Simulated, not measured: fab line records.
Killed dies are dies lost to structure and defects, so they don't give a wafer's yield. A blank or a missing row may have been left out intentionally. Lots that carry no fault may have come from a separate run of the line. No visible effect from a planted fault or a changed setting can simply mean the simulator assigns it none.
Which tool is to blame?	flow sky130	24 lots, 72 wafers sampled, at 6 steps of a route of 708

WHAT EACH GAUGE READ, for each wafer
SKY_METAL5_RS_MEAS_05: the measuring method here is four-point-probe. Usual: METAL5_ALCU_RS gives 0.0271 ohm/sq (standard deviation 0.00031).
lot	measured	on	METAL5_ALCU_RS (ohm/sq)	flag
L074	day 43 10:23	film_metro-02	0.0268 0.0269 0.0269	
L075	day 43 12:01	film_metro-03	0.0266 0.0275 0.0266	
L076	day 43 19:59	film_metro-03	0.0266 0.0269 0.0275	
L077	day 43 21:26	film_metro-04	0.0267 0.0270 0.0270	
L078	day 44 14:28	film_metro-03	0.0267 0.0268 0.0267	
L079	day 45 00:03	film_metro-02	0.0271 0.0274 0.0268	
L080	day 45 03:40	film_metro-03	0.0267 0.0270 0.0267	
L081	day 45 05:44	film_metro-02	0.0271 0.0275 0.0278	
L082	day 45 10:23	film_metro-02	0.0268 0.0273 0.0274	
L083	day 45 19:43	film_metro-02	0.0275 0.0269 0.0265	
L084	day 45 20:31	film_metro-02	0.0273 0.0273 0.0274	
L086	day 46 11:50	film_metro-04	0.0273 0.0270 0.0272	
L085	day 46 13:17	film_metro-04	0.0272 0.0268 0.0270	
L087	day 47 08:58	film_metro-04	0.0276 0.0273 0.0272	
L088	day 47 06:26	film_metro-04	0.0272 0.0263 0.0271	
L089	day 47 02:10	film_metro-03	0.0274 0.0274 0.0275	
L090	day 47 11:26	film_metro-03	0.0275 0.0276 0.0274	
L091	day 48 01:02	film_metro-03	0.0270 0.0271 0.0270	
L092	day 47 23:31	film_metro-02	0.0272 0.0270 0.0270	
L093	day 48 07:44	film_metro-04	0.0274 0.0274 0.0272	
L094	day 48 08:39	film_metro-03	0.0276 0.0273 0.0273	
L095	day 48 13:01	film_metro-04	0.0271 0.0274 0.0273	
L097	day 48 19:25	film_metro-03	0.0275 0.0269 0.0269	
L096	day 49 00:08	film_metro-03	0.0272 0.0270 0.0272	

TOOL THAT RAN EACH LOT (tool first, then ch and the chambers of the sampled wafers, then the start)
lot	SKY_GATE_OXIDE_STRIP_13	SKY_LOCAL_INTERCONNECT_METAL_ETCH_14	SKY_VIA2_CMP_02	SKY_VIA2_CVD_21	SKY_METAL5_SPUTTER_01
L074	plasma_asher-04 ch 0,1, day 13 19:04	rie_metal-04 ch 0,1, day 30 17:05	cmp-02 ch 2,3, day 35 23:06	cvd_w-01 ch 0,1, day 36 22:51	pvd_sputter-01, day 43 10:12
L075	plasma_asher-03 ch 0,1, day 14 02:28	rie_metal-03 ch 0,1, day 30 17:18	cmp-01 ch 0,1,3, day 35 23:13	cvd_w-02 ch 0,1, day 36 22:59	pvd_sputter-04, day 43 11:52
L076	plasma_asher-04 ch 0,1, day 14 14:58	rie_metal-03 ch 0,1, day 31 03:58	cmp-01 ch 0,1,2, day 36 09:31	cvd_w-02 ch 0,1, day 37 11:25	pvd_sputter-04, day 43 19:47
L077	plasma_asher-04 ch 0,1, day 14 22:40	rie_metal-01 ch 0,1, day 31 07:47	cmp-01 ch 1,2,3, day 36 12:45	cvd_w-01 ch 0,1, day 37 14:21	pvd_sputter-02, day 43 21:17
L078	plasma_asher-04 ch 0,1, day 15 09:36	rie_metal-01 ch 0,1, day 32 03:59	cmp-01 ch 1,3, day 37 02:32	cvd_w-01 ch 0, day 38 04:01	pvd_sputter-04, day 44 14:19
L079	plasma_asher-01 ch 0,1, day 15 14:39	rie_metal-03 ch 0,1, day 32 15:44	cmp-02 ch 1,2,3, day 37 17:44	cvd_w-01 ch 0,1, day 38 20:46	pvd_sputter-02, day 44 23:54
L080	plasma_asher-01 ch 0,1, day 15 23:55	rie_metal-01 ch 0,1, day 32 16:40	cmp-01 ch 0,2,3, day 37 18:04	cvd_w-01 ch 0,1, day 38 20:56	pvd_sputter-02, day 45 03:31
L081	plasma_asher-03 ch 0,1, day 16 02:27	rie_metal-04 ch 0,1, day 32 16:05	cmp-02 ch 0,1,2, day 37 19:07	cvd_w-01 ch 0,1, day 38 21:16	pvd_sputter-04, day 45 05:35
L082	plasma_asher-03 ch 0,1, day 16 17:04	rie_metal-04 ch 0,1, day 33 01:56	cmp-01 ch 0,2,3, day 38 00:23	cvd_w-01 ch 0,1, day 39 02:36	pvd_sputter-02, day 45 10:13
L083	plasma_asher-01 ch 0,1, day 17 04:07	rie_metal-03 ch 0,1, day 33 15:14	cmp-02 ch 1,2, day 38 15:48	cvd_w-01 ch 0,1, day 39 17:32	pvd_sputter-04, day 45 19:34
L084	plasma_asher-04 ch 0,1, day 17 07:49	rie_metal-01 ch 0,1, day 33 15:19	cmp-01 ch 0,1,2, day 38 16:49	cvd_w-02 ch 0,1, day 39 19:10	pvd_sputter-01, day 45 20:21
L086	plasma_asher-01 ch 0,1, day 18 05:22	rie_metal-01 ch 0,1, day 34 11:46	cmp-02 ch 0,2, day 39 05:48	cvd_w-02 ch 0,1, day 40 08:02	pvd_sputter-01, day 46 11:40
L085	plasma_asher-03 ch 0,1, day 18 05:39	rie_metal-01 ch 0,1, day 34 14:22	cmp-01 ch 0,1,2, day 39 07:54	cvd_w-02 ch 0,1, day 40 10:16	pvd_sputter-02, day 46 13:08
L087	plasma_asher-04 ch 0,1, day 18 16:12	rie_metal-03 ch 0, day 35 21:34	cmp-02 ch 0,1,2, day 40 09:04	cvd_w-01 ch 0,1, day 41 10:25	pvd_sputter-01, day 47 08:50
L088	plasma_asher-01 ch 0,1, day 18 16:18	rie_metal-04 ch 0,1, day 35 21:05	cmp-02 ch 0,2,3, day 40 05:40	cvd_w-01 ch 0,1, day 41 07:08	pvd_sputter-04, day 47 06:17
L089	plasma_asher-01 ch 0,1, day 18 23:12	rie_metal-03 ch 0,1, day 35 20:07	cmp-02 ch 0,1,2, day 40 03:07	cvd_w-01 ch 0,1, day 41 04:14	pvd_sputter-02, day 47 02:01
L090	plasma_asher-04 ch 0,1, day 19 04:38	rie_metal-03 ch 0,1, day 35 22:32	cmp-02 ch 0,2,3, day 40 09:25	cvd_w-01 ch 0,1, day 41 10:52	pvd_sputter-01, day 47 11:16
L091	plasma_asher-01 ch 0,1, day 19 21:13	rie_metal-04 ch 1, day 36 18:57	cmp-02 ch 0,3, day 41 04:26	cvd_w-02 ch 0,1, day 42 06:47	pvd_sputter-02, day 48 00:54
L092	plasma_asher-04 ch 0,1, day 20 06:58	rie_metal-01 ch 1, day 36 16:49	cmp-02 ch 0,1,3, day 41 03:22	cvd_w-02 ch 0,1, day 42 04:41	pvd_sputter-01, day 47 23:23
L093	plasma_asher-04 ch 0,1, day 20 16:54	rie_metal-04 ch 0,1, day 36 21:07	cmp-01 ch 1,2,3, day 41 10:21	cvd_w-02 ch 0,1, day 42 11:36	pvd_sputter-01, day 48 07:34
L094	plasma_asher-03 ch 0,1, day 20 22:04	rie_metal-03 ch 0,1, day 36 23:43	cmp-01 ch 0,2,3, day 41 10:33	cvd_w-01 ch 0,1, day 42 12:05	pvd_sputter-01, day 48 08:30
L095	plasma_asher-04 ch 0,1, day 21 09:50	rie_metal-03 ch 0,1, day 37 14:49	cmp-01 ch 0,1,2, day 41 22:48	cvd_w-01 ch 0,1, day 42 23:42	pvd_sputter-02, day 48 12:52
L097	plasma_asher-01 ch 0,1, day 21 16:38	rie_metal-04 ch 0,1, day 37 20:08	cmp-01 ch 0,1,2, day 42 05:42	cvd_w-02 ch 0,1, day 43 06:09	pvd_sputter-04, day 48 19:14
L096	plasma_asher-03 ch 0,1, day 21 17:03	rie_metal-03 ch 1, day 37 22:47	cmp-01 ch 0,1,2, day 42 10:30	cvd_w-01 ch 0,1, day 43 11:16	pvd_sputter-04, day 48 23:59
- SKY_GATE_OXIDE_STRIP_13: strips in O2/N2.
- SKY_LOCAL_INTERCONNECT_METAL_ETCH_14: etches TiN in Cl2/BCl3, stops on PSG, target depth 110 nm, time 31.4 s.
- SKY_VIA2_CMP_02: polishes SiO2.
- SKY_VIA2_CVD_21: deposits W, target thk 420 nm, time 126.4 s.
- SKY_METAL5_SPUTTER_01: material TiN, target thk 20 nm, time 16.7 s.

WHAT THE TOOLS THEMSELVES READ (means of the sampled wafers that have a number; where no wafer has one, the mark that the record gives instead)
SKY_GATE_OXIDE_STRIP_13. Usual: drypump_motor_current_A 5.6 A, standard deviation 0.59; oes_product_au 0.716 a.u., standard deviation 0.0049; strip_time_to_endpoint_s 14.18 s, standard deviation 0.039.
lot	tool	drypump_motor_current_A (A)	oes_product_au (a.u.)	strip_time_to_endpoint_s (s)	flag
L074	plasma_asher-04	6.1	0.720	14.15	
L075	plasma_asher-03	5.4	0.715	14.21	
L076	plasma_asher-04	6.3	0.719	14.16	
L077	plasma_asher-04	6.3	0.712	14.16	
L078	plasma_asher-04	6.1	0.714	14.20	
L079	plasma_asher-01	5.1	0.713	14.15	
L080	plasma_asher-01	5.0	0.714	14.14	
L081	plasma_asher-03	5.4	0.721	14.17	
L082	plasma_asher-03	5.4	0.717	14.22	
L083	plasma_asher-01	4.9	0.721	14.18	
L084	plasma_asher-04	6.1	0.717	14.14	
L086	plasma_asher-01	5.1	0.714	14.16	
L085	plasma_asher-03	5.5	0.716	14.21	
L087	plasma_asher-04	6.1	0.715	14.13	
L088	plasma_asher-01	4.9	0.712	14.13	
L089	plasma_asher-01	5.1	0.717	14.19	
L090	plasma_asher-04	6.4	0.711	14.19	
L091	plasma_asher-01	5.0	0.718	14.18	
L092	plasma_asher-04	6.3	0.714	14.22	
L093	plasma_asher-04	6.4	0.713	14.21	
L094	plasma_asher-03	5.5	0.715	14.18	
L095	plasma_asher-04	6.3	0.718	14.23	
L097	plasma_asher-01	5.0	0.717	14.07	
L096	plasma_asher-03	5.4	0.716	14.17	

SKY_LOCAL_INTERCONNECT_METAL_ETCH_14. Usual: drypump_motor_current_A 5.8 A, standard deviation 0.48; oes_product_au 0.940 a.u., standard deviation 0.0081; throttle_valve_pct 21.901 %, standard deviation 0.0098.
lot	tool	drypump_motor_current_A (A)	oes_product_au (a.u.)	throttle_valve_pct (%)	flag
L074	rie_metal-04	5.2	0.941	21.901	
L075	rie_metal-03	6.0	0.936	21.897	
L076	rie_metal-03	6.0	0.942	21.902	
L077	rie_metal-01	5.8	0.941	21.895	
L078	rie_metal-01	5.8	0.932	21.905	
L079	rie_metal-03	6.2	0.945	21.894	
L080	rie_metal-01	5.8	0.936	21.903	
L081	rie_metal-04	5.2	0.934	21.914	
L082	rie_metal-04	5.2	0.938	21.902	
L083	rie_metal-03	6.2	0.943	21.900	
L084	rie_metal-01	5.6	0.947	21.900	
L086	rie_metal-01	5.8	0.951	21.896	
L085	rie_metal-01	5.6	0.943	21.898	
L087	rie_metal-03	6.5	0.943	21.902	
L088	rie_metal-04	5.5	0.942	21.898	
L089	rie_metal-03	6.0	0.927	21.906	
L090	rie_metal-03	6.2	0.939	21.899	
L091	rie_metal-04	5.0	0.937	21.895	
L092	rie_metal-01	5.4	0.937	21.898	
L093	rie_metal-04	5.2	0.935	21.905	
L094	rie_metal-03	6.2	0.951	21.897	
L095	rie_metal-03	6.0	0.944	21.896	
L097	rie_metal-04	5.2	0.934	21.899	
L096	rie_metal-03	5.7	0.928	21.907	

SKY_VIA2_CMP_02. Usual: edge_zone_pressure_frac 1.000, standard deviation 0.0053; motor_current_A 12.1 A, standard deviation 1.6; slurry_flow_ml_min 149.9, standard deviation 0.43.
lot	tool	edge_zone_pressure_frac	motor_current_A (A)	slurry_flow_ml_min	flag
L074	cmp-02	0.997	10.9	150.2	
L075	cmp-01	0.999	12.6	149.7	
L076	cmp-01	1.002	12.3	149.6	
L077	cmp-01	1.001	12.0	149.9	
L078	cmp-01	1.001	13.8	149.5	
L079	cmp-02	0.997	11.4	150.0	
L080	cmp-01	0.997	11.2	149.7	
L081	cmp-02	0.996	12.6	149.9	
L082	cmp-01	1.000	11.5	150.0	
L083	cmp-02	1.009	11.6	150.0	
L084	cmp-01	1.003	12.7	149.8	
L086	cmp-02	0.993	12.2	150.0	
L085	cmp-01	1.003	12.3	150.0	
L087	cmp-02	0.997	12.8	149.7	
L088	cmp-02	0.998	11.9	150.2	
L089	cmp-02	0.997	12.7	150.4	
L090	cmp-02	0.993	12.2	150.2	
L091	cmp-02	0.999	11.7	149.6	
L092	cmp-02	1.000	12.3	149.9	
L093	cmp-01	0.995	12.1	149.8	
L094	cmp-01	1.002	11.3	149.9	
L095	cmp-01	0.997	12.3	149.6	
L097	cmp-01	1.003	12.4	150.1	
L096	cmp-01	1.002	12.1	150.0	

SKY_VIA2_CVD_21. Usual: heater_power_outer_w 609 W, standard deviation 62; heater_power_w 960 W, standard deviation 50.
lot	tool	heater_power_outer_w (W)	heater_power_w (W)	flag
L074	cvd_w-01	566	913	
L075	cvd_w-02	649	1045	
L076	cvd_w-02	678	1028	
L077	cvd_w-01	557	935	
L078	cvd_w-01	649	975	
L079	cvd_w-01	567	922	
L080	cvd_w-01	570	915	
L081	cvd_w-01	566	923	
L082	cvd_w-01	572	922	
L083	cvd_w-01	604	954	
L084	cvd_w-02	667	974	
L086	cvd_w-02	618	981	
L085	cvd_w-02	633	984	
L087	cvd_w-01	563	920	
L088	cvd_w-01	576	927	
L089	cvd_w-01	573	911	
L090	cvd_w-01	566	924	
L091	cvd_w-02	621	980	
L092	cvd_w-02	624	972	
L093	cvd_w-02	646	1006	
L094	cvd_w-01	574	913	
L095	cvd_w-01	572	933	
L097	cvd_w-02	630	980	
L096	cvd_w-01	562	923	

SKY_METAL5_SPUTTER_01. Usual: throttle_valve_pct at 30.2 %, with a standard deviation of 1.1.
lot	tool	throttle_valve_pct (%)	flag
L074	pvd_sputter-01	29.8	
L075	pvd_sputter-04	29.7	
L076	pvd_sputter-04	30.0	
L077	pvd_sputter-02	30.8	
L078	pvd_sputter-04	31.0	
L079	pvd_sputter-02	29.8	
L080	pvd_sputter-02	30.5	
L081	pvd_sputter-04	29.6	
L082	pvd_sputter-02	29.5	
L083	pvd_sputter-04	30.5	
L084	pvd_sputter-01	29.9	
L086	pvd_sputter-01	30.4	
L085	pvd_sputter-02	30.8	
L087	pvd_sputter-01	30.9	
L088	pvd_sputter-04	30.1	
L089	pvd_sputter-02	30.2	
L090	pvd_sputter-01	31.1	
L091	pvd_sputter-02	30.3	
L092	pvd_sputter-01	30.6	
L093	pvd_sputter-01	30.0	
L094	pvd_sputter-01	30.6	
L095	pvd_sputter-02	30.7	
L097	pvd_sputter-04	29.8	
L096	pvd_sputter-04	30.6	

THE ANSWER, worked out from the rows above alone
Rule: lot off if the mean of its wafers having a number is beyond 3 standard deviations from the usual mean. A lot without any number at a reading at which 4 lots or more have one is off too. All remaining lots with rows at the step are treated as sound. The gauges are gone through in route order, then the tools' own readings, and for those a lot's mean is taken as printed above. The first step at which some lot is off is used, and at that step the reading that is off furthest; a lot without a number counts as furthest.
No lot is off on any of the readings shown, so nothing can be concluded from this.

WHAT THE SIMULATOR HAD PUT IN
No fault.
